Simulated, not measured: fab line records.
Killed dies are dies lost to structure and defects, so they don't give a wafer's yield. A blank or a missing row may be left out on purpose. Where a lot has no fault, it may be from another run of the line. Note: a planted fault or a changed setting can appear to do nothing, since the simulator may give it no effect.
Which of the tools did it? | flow gf180mcu | 72 wafers from 24 lots sampled at 4 of the route's 602 steps

## WHAT THE GAUGES READ, wafer by wafer
GF_STI_BOW_MEAS_00.
lot  | measured    | on           | INCOMING_BOW (um)
L074 | day 1 10:01 | filmMetro-03 | -7 8 3
L075 | day 1 15:00 | filmMetro-01 | -6 9 -4
L076 | day 1 20:00 | filmMetro-03 | -8 -11 3
L077 | day 2 01:00 | filmMetro-03 | 2 -1 -7
L078 | day 2 06:00 | filmMetro-01 | 0 -10 11
L079 | day 2 11:05 | filmMetro-03 | 9 0 1
L080 | day 2 16:01 | filmMetro-02 | -4 -12 1
L081 | day 2 21:00 | filmMetro-01 | -2 11 3
L082 | day 3 02:01 | filmMetro-01 | -6 -8 0
L083 | day 3 07:00 | filmMetro-02 | 7 2 11
L084 | day 3 12:00 | filmMetro-02 | 3 5 11
L085 | day 3 17:04 | filmMetro-02 | -1 11 -5
L086 | day 3 22:04 | filmMetro-01 | 9 -3 -10
L087 | day 4 03:01 | filmMetro-02 | 2 -8 -3
L088 | day 4 08:02 | filmMetro-01 | -3 -1 8
L089 | day 4 13:00 | filmMetro-01 | -7 -8 2
L090 | day 4 18:02 | filmMetro-03 | -9 -3 4
L091 | day 4 23:02 | filmMetro-03 | 7 0 7
L092 | day 5 04:01 | filmMetro-03 | 3 -3 6
L093 | day 5 09:02 | filmMetro-02 | -2 -16 -5
L094 | day 5 14:01 | filmMetro-01 | 15 2 -2
L095 | day 5 19:00 | filmMetro-02 | 6 2 -8
L096 | day 6 00:01 | filmMetro-01 | -4 -5 -4
L097 | day 6 05:02 | filmMetro-03 | -10 1 -3

GF_STI_THK_MEAS_24.
lot  | measured    | on           | STI_CVD_23_THK (nm)
L074 | day 2 03:20 | filmMetro-03 | 659 654 655
L075 | day 2 10:11 | filmMetro-01 | 656 645 650
L076 | day 2 13:48 | filmMetro-01 | 654 658 652
L077 | day 2 18:47 | filmMetro-03 | 665 660 662
L078 | day 3 00:55 | filmMetro-03 | 656 650 653
L079 | day 3 05:08 | filmMetro-02 | 654 654 655
L080 | day 3 10:28 | filmMetro-03 | 657 655 647
L081 | day 3 15:23 | filmMetro-01 | 656 654 649
L082 | day 4 00:17 | filmMetro-02 | 655 656 657
L083 | day 4 04:14 | filmMetro-01 | 652 659 654
L084 | day 4 10:52 | filmMetro-02 | 659 665 653
L085 | day 4 14:51 | filmMetro-01 | 656 656 661
L086 | day 4 20:19 | filmMetro-03 | 647 641 647
L087 | day 4 23:54 | filmMetro-03 | 655 665 657
L088 | day 5 07:33 | filmMetro-03 | 656 655 655
L089 | day 5 09:55 | filmMetro-03 | 672 668 671
L090 | day 5 15:26 | filmMetro-03 | 652 651 647
L091 | day 5 19:06 | filmMetro-03 | 654 654 658
L092 | day 6 02:31 | filmMetro-02 | 652 652 658
L093 | day 6 07:42 | filmMetro-02 | 649 653 651
L094 | day 6 11:06 | filmMetro-02 | 647 643 645
L095 | day 6 16:12 | filmMetro-02 | 644 653 650
L096 | day 6 21:37 | filmMetro-01 | 646 646 640
L097 | day 7 02:59 | filmMetro-03 | 659 654 655

GF_CONTACT_RS_MEAS_25: measures by four-point-probe.
lot  | measured     | on           | CONTACT_W_RS (ohm/sq)
L074 | day 15 23:26 | filmMetro-03 | 0.382 0.379 0.379
L075 | day 16 10:17 | filmMetro-03 | 0.386 0.381 0.380
L076 | day 16 17:04 | filmMetro-03 | 0.391 0.387 0.379
L077 | day 16 23:39 | filmMetro-04 | 0.388 0.376 0.389
L078 | day 17 14:47 | filmMetro-03 | 0.378 0.386 0.382
L079 | day 18 03:49 | filmMetro-02 | 0.374 0.381 0.378
L080 | day 18 10:19 | filmMetro-02 | 0.387 0.381 0.385
L081 | day 18 20:03 | filmMetro-02 | 0.377 0.379 0.379
L082 | day 19 17:10 | filmMetro-02 | 0.378 0.378 0.378
L083 | day 20 00:17 | filmMetro-02 | 0.384 0.376 0.378
L084 | day 20 00:46 | filmMetro-03 | 0.381 0.381 0.390
L085 | day 20 17:39 | filmMetro-04 | 0.379 0.381 0.378
L086 | day 20 16:52 | filmMetro-03 | 0.380 0.382 0.382
L087 | day 21 08:37 | filmMetro-03 | 0.388 0.390 0.381
L088 | day 21 17:55 | filmMetro-02 | 0.391 0.388 0.379
L089 | day 21 18:55 | filmMetro-03 | 0.380 0.382 0.375
L090 | day 22 05:17 | filmMetro-04 | 0.385 0.376 0.378
L091 | day 22 14:34 | filmMetro-04 | 0.381 0.374 0.380
L092 | day 22 23:31 | filmMetro-03 | 0.387 0.391 0.394
L093 | day 23 10:28 | filmMetro-04 | 0.381 0.388 0.394
L094 | day 23 08:09 | filmMetro-02 | 0.378 0.376 0.384
L095 | day 23 16:06 | filmMetro-03 | 0.375 0.378 0.382
L096 | day 23 20:57 | filmMetro-02 | 0.382 0.385 0.377
L097 | day 24 05:18 | filmMetro-02 | 0.386 0.382 0.382

GF_CONTACT_THK_MEAS_26: measures by xrf.
lot  | measured     | on           | CONTACT_W_THK (nm)
L074 | day 15 23:32 | filmMetro-03 | 302 303 302
L075 | day 16 10:25 | filmMetro-03 | 298 303 304
L076 | day 16 17:11 | filmMetro-03 | 293 297 304
L077 | day 16 23:46 | filmMetro-04 | 300 308 296
L078 | day 17 14:55 | filmMetro-03 | 303 299 301
L079 | day 18 03:54 | filmMetro-02 | 308 300 303
L080 | day 18 10:26 | filmMetro-02 | 297 301 299
L081 | day 18 20:10 | filmMetro-02 | 302 304 303
L082 | day 19 17:17 | filmMetro-02 | 305 305 304
L083 | day 20 00:25 | filmMetro-02 | 299 304 304
L084 | day 20 00:53 | filmMetro-03 | 300 301 294
L085 | day 20 17:44 | filmMetro-04 | 303 301 301
L086 | day 20 16:57 | filmMetro-03 | 301 299 298
L087 | day 21 08:44 | filmMetro-03 | 293 294 300
L088 | day 21 18:01 | filmMetro-02 | 295 296 304
L089 | day 21 19:02 | filmMetro-03 | 299 298 305
L090 | day 22 05:23 | filmMetro-04 | 296 302 301
L091 | day 22 14:40 | filmMetro-04 | 299 305 302
L092 | day 22 23:38 | filmMetro-03 | 296 293 292
L093 | day 23 10:34 | filmMetro-04 | 305 298 295
L094 | day 23 08:16 | filmMetro-02 | 301 304 299
L095 | day 23 16:13 | filmMetro-03 | 304 303 299
L096 | day 23 21:04 | filmMetro-02 | 300 297 302
L097 | day 24 05:24 | filmMetro-02 | 299 300 300

## WHICH TOOL RAN EACH LOT (tool, then ch and the chambers of the sampled wafers, then the start)
Before these readings, the record contains no process step.

## WHAT THE TOOLS THEMSELVES READ (means of the sampled wafers that have a number; where no wafer has one, the mark that the record gives instead)
The record holds no such reading with a usual standard deviation.

## THE ANSWER, worked out from the rows above alone
Rule: the lots themselves supply what counts as usual. Put in order of their means at a reading, lots are off if they are a third of the lots or fewer, leave a main group of 4 or more, and stand apart from it by a gap of 3 or more times the standard deviation of the main group's means; of several such gaps the widest counts. The tables above print the reading to a certain number of digits; a main group whose means all agree to those digits is not used. A lot without any number at a reading at which 4 lots or more have one is off too. The other lots that the step has rows for count as sound. First the gauges in route order, then the tools' own readings, where a lot's mean is used as printed above. At the first step where some lot is off, the reading lying furthest off is the one used; lots without a number count as furthest.
None of the lots is off at any reading shown; this tells nothing.

## WHAT THE SIMULATOR PUT IN
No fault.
